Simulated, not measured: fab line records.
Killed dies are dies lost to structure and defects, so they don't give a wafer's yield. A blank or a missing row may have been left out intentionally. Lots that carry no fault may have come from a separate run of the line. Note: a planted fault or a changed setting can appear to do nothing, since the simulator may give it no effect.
The tool behind it: which one? + flow sky130 + 12 lots, 35 wafers sampled, at 5 steps of a route of 708

## WHAT THE GAUGES SHOWED, per wafer
SKY_METAL2_CD_MEAS_15: target cd 140 nm. Usual: cd nm reads 140.4 nm (standard deviation 1.3).
| lot  | measured     | on        | cd nm (nm)        | flag |
|------|--------------|-----------|-------------------|------|
| L430 | day 35 06:46 | cd sem-02 | 141.7 141.8 142.5 |      |
| L432 | day 36 19:47 | cd sem-02 | 139.7 140.4 139.2 |      |
| L431 | day 36 22:47 | cd sem-02 | 141.0 143.0 141.8 |      |
| L434 | day 36 23:08 | cd sem-01 | 139.8 139.7 141.2 |      |
| L435 | day 37 03:26 | cd sem-01 | 140.7 140.8 141.3 |      |
| L436 | day 37 10:17 | cd sem-02 | 138.7 138.9 140.1 |      |
| L437 | day 37 11:34 | cd sem-01 | 139.4 138.9 138.7 |      |
| L439 | day 38 08:07 | cd sem-02 | 142.1 141.6 142.1 |      |
| L441 | day 39 07:49 | cd sem-02 | 141.6 140.8 139.3 |      |
| L443 | day 39 12:55 | cd sem-02 | 140.6 142.0 140.7 |      |
| L446 | day 40 03:26 | cd sem-01 | 135.2 139.4       |      |
| L451 | day 41 15:26 | cd sem-02 | 138.3 139.1 138.6 |      |

SKY_METAL2_OVL_MEAS_16. Usual: METAL2_OVL -6 nm, standard deviation 5.2.
| lot  | measured     | on         | METAL2_OVL (nm) | flag |
|------|--------------|------------|-----------------|------|
| L430 | day 35 06:53 | overlay-01 | -2 2 -7         |      |
| L432 | day 36 19:55 | overlay-01 | -7 -15 -7       |      |
| L431 | day 36 22:53 | overlay-02 | -8 1 -4         |      |
| L434 | day 36 23:14 | overlay-02 | -17 -11 -9      |      |
| L435 | day 37 03:34 | overlay-02 | -9 3 -4         |      |
| L436 | day 37 10:25 | overlay-01 | -12 -16 -8      |      |
| L437 | day 37 11:41 | overlay-01 | -8 -5 -6        |      |
| L439 | day 38 08:14 | overlay-01 | -3 -9 -7        |      |
| L441 | day 39 07:54 | overlay-02 | 3 -4 4          |      |
| L443 | day 39 13:00 | overlay-02 | -9 -12 -11      |      |
| L446 | day 40 03:30 | overlay-02 | -3 -6           |      |
| L451 | day 41 15:34 | overlay-02 | -1 -2 -2        |      |

## EACH LOT AND THE TOOL THAT RAN IT (in order: tool; ch and the chambers of the sampled wafers; start)
| lot  | SKY_VIA1_ETCH_15                   | SKY_VIA1_CVD_21               | SKY_METAL2_DEVELOP_14             |
|------|------------------------------------|-------------------------------|-----------------------------------|
| L430 | rie diel-01 ch 0,2,3, day 34 03:04 | cvd w-02 ch 0,1, day 34 03:50 | litho track-04 ch 0, day 35 06:00 |
| L432 | rie diel-02 ch 2,3, day 35 16:26   | cvd w-02 ch 0,1, day 35 17:07 | litho track-02 ch 0, day 36 19:00 |
| L431 | rie diel-02 ch 0,2,3, day 35 19:10 | cvd w-01 ch 0,1, day 35 20:12 | litho track-04 ch 0, day 36 22:00 |
| L434 | rie diel-04 ch 0,1, day 35 19:31   | cvd w-02 ch 0,1, day 35 20:16 | litho track-04 ch 0, day 36 22:00 |
| L435 | rie diel-02 ch 1,3, day 36 00:25   | cvd w-02 ch 0,1, day 36 01:12 | litho track-02 ch 0, day 37 03:00 |
| L436 | rie diel-02 ch 0,1,3, day 36 06:19 | cvd w-01 ch 0,1, day 36 07:04 | litho track-02 ch 0, day 37 10:00 |
| L437 | rie diel-04 ch 0,1,2, day 36 07:11 | cvd w-01 ch 0,1, day 36 07:53 | litho track-01 ch 0, day 37 11:00 |
| L439 | rie diel-02 ch 0,1,3, day 37 04:35 | cvd w-02 ch 0, day 37 05:17   | litho track-01 ch 0, day 38 07:00 |
| L441 | rie diel-01 ch 1,2,3, day 38 05:36 | cvd w-01 ch 0,1, day 38 06:19 | litho track-04 ch 0, day 39 07:00 |
| L443 | rie diel-02 ch 0,1,3, day 38 11:16 | cvd w-01 ch 0,1, day 38 12:04 | litho track-04 ch 0, day 39 12:00 |
| L446 | rie diel-01 ch 0,3, day 39 01:38   | cvd w-01 ch 0,1, day 39 02:24 | litho track-01 ch 0, day 40 03:00 |
| L451 | rie diel-02 ch 0,1, day 40 14:43   | cvd w-01 ch 0,1, day 40 15:26 | litho track-02 ch 0, day 41 15:00 |
- SKY_VIA1_ETCH_15: etches SiO2 in C4F8/O2/Ar, stops on TiN, target depth 351 nm, time 54 s.
- SKY_VIA1_CVD_21: deposits W, target thk 270 nm, time 80.902 s.
- SKY_METAL2_DEVELOP_14: develop time 60 s.

## WHAT THE TOOLS THEMSELVES READ (means of the sampled wafers that have a number; where no wafer has one, the mark that the record gives instead)
SKY_VIA1_ETCH_15. Usual: bias w 1200 W, standard deviation 3.3; oes product au 0.980 a.u., standard deviation 0.0061.
| lot  | tool        | bias w (W) | oes product au (a.u.) | flag |
|------|-------------|------------|-----------------------|------|
| L430 | rie diel-01 | 1202       | 0.977                 |      |
| L432 | rie diel-02 | 1198       | 0.982                 |      |
| L431 | rie diel-02 | 1200       | 0.984                 |      |
| L434 | rie diel-04 | 1199       | 0.980                 |      |
| L435 | rie diel-02 | 1206       | 0.975                 |      |
| L436 | rie diel-02 | 1200       | 0.981                 |      |
| L437 | rie diel-04 | 1203       | 0.978                 |      |
| L439 | rie diel-02 | 1200       | 0.971                 |      |
| L441 | rie diel-01 | 1199       | 0.982                 |      |
| L443 | rie diel-02 | 1200       | 0.979                 |      |
| L446 | rie diel-01 | 1202       | 0.979                 |      |
| L451 | rie diel-02 | 1203       | 0.976                 |      |

SKY_VIA1_CVD_21. Usual: heater power w reads 853 W (standard deviation 46).
| lot  | tool     | heater power w (W) | flag |
|------|----------|--------------------|------|
| L430 | cvd w-02 | 794                |      |
| L432 | cvd w-02 | 812                |      |
| L431 | cvd w-01 | 875                |      |
| L434 | cvd w-02 | 817                |      |
| L435 | cvd w-02 | 838                |      |
| L436 | cvd w-01 | 883                |      |
| L437 | cvd w-01 | 889                |      |
| L439 | cvd w-02 | 849                |      |
| L441 | cvd w-01 | 875                |      |
| L443 | cvd w-01 | 886                |      |
| L446 | cvd w-01 | 870                |      |
| L451 | cvd w-01 | 889                |      |

SKY_METAL2_DEVELOP_14. Usual: resist line temp C reads 22.98 C (standard deviation 0.093).
| lot  | tool           | resist line temp C (C) | flag |
|------|----------------|------------------------|------|
| L430 | litho track-04 | 23.06                  |      |
| L432 | litho track-02 | 22.99                  |      |
| L431 | litho track-04 | 22.96                  |      |
| L434 | litho track-04 | 23.08                  |      |
| L435 | litho track-02 | 22.99                  |      |
| L436 | litho track-02 | 23.06                  |      |
| L437 | litho track-01 | 23.01                  |      |
| L439 | litho track-01 | 23.03                  |      |
| L441 | litho track-04 | 22.98                  |      |
| L443 | litho track-04 | 22.93                  |      |
| L446 | litho track-01 | 23.02                  |      |
| L451 | litho track-02 | 22.87                  |      |

## THE ANSWER, worked out from the rows above alone
Rule: take the mean of a lot's wafers that have a number; if it is more than 3 standard deviations from the usual mean, the lot is off. A lot without any number at a reading at which 4 lots or more have one is off too. Any other lot the step has rows for is counted as sound. Order of review: gauges by route order, followed by the tools' own readings, for which a lot's mean as printed above is used. At the first step where some lot is off, the reading lying furthest off is the one used; lots without a number count as furthest.
Across all readings shown, no lot is off: no conclusion can be drawn from this.

## WHAT THE SIMULATOR PUT IN
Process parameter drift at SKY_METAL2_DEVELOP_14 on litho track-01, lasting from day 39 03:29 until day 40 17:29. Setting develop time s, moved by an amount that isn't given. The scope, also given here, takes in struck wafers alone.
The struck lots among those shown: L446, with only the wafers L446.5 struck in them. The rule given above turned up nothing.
